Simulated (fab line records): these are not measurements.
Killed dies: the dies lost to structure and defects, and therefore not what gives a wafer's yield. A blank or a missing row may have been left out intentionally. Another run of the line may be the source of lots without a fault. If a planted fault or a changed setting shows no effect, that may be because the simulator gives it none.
Which tool was responsible? -- flow sky130 -- 21 wafers from 7 lots sampled at 2 of the route's 708 steps

== WHAT EACH GAUGE READ, for each wafer ==
SKY_NWELL_RS_MEAS_29: a four-point-probe measurement.
lot,measured,on,NWELL_RS (ohm/sq)
L941,day 5 21:09,filmMetro-01,623.3 624.7 626.9
L945,day 7 13:23,filmMetro-04,628.0 626.1 626.2
L946,day 7 18:15,filmMetro-04,623.0 623.6 623.7
L951,day 8 19:41,filmMetro-02,624.3 625.9 623.0
L957,day 10 08:10,filmMetro-01,618.0 615.7 616.9
L960,day 10 21:08,filmMetro-04,625.2 624.4 627.2
L961,day 11 04:13,filmMetro-02,624.9 621.9 624.0

== WHICH TOOL RAN EACH LOT (tool, then ch and the chambers of the sampled wafers, then the start) ==
lot,SKY_NWELL_IMPLANT_12
L941,"implanter-02 ch 0, day 5 02:39"
L945,"implanter-04 ch 0, day 6 16:55"
L946,"implanter-04 ch 0, day 6 21:33"
L951,"implanter-01 ch 0, day 7 22:28"
L957,"implanter-02 ch 0, day 9 09:09"
L960,"implanter-01 ch 0, day 9 21:59"
L961,"implanter-01 ch 0, day 10 04:32"
- SKY_NWELL_IMPLANT_12

== THE ANSWER, worked out from the rows above alone ==
Rule: the usual values come from the lots themselves. The widest of any qualifying gaps counts: lots, ordered by their means at a reading, are off when they make up no more than a third of the lots, leave a main group of 4 or more, and stand apart from it by 3 or more times the standard deviation of that group's means. The tables above print the reading to a certain number of digits; a main group whose means all agree to those digits is not used. Also off: a lot with no number at a reading for which 4 or more lots have one. Where the step has rows for the other lots, those lots are counted as sound.
Off: at SKY_NWELL_RS_MEAS_29 (NWELL_RS), L957. For the main group the mean is 624.8 ohm/sq and the standard deviation 1.2.
A tool fits if, at a process step before that reading, it ran every lot that is off, and no sound lot after the first of them. Gauges at SKY_NWELL_RS_MEAS_29: tried the same way as those tools. Undecided on this evidence; 2 tools fit (implanter-02 at SKY_NWELL_IMPLANT_12, filmMetro-01 at SKY_NWELL_RS_MEAS_29).

== WHAT THE SIMULATOR PUT IN ==
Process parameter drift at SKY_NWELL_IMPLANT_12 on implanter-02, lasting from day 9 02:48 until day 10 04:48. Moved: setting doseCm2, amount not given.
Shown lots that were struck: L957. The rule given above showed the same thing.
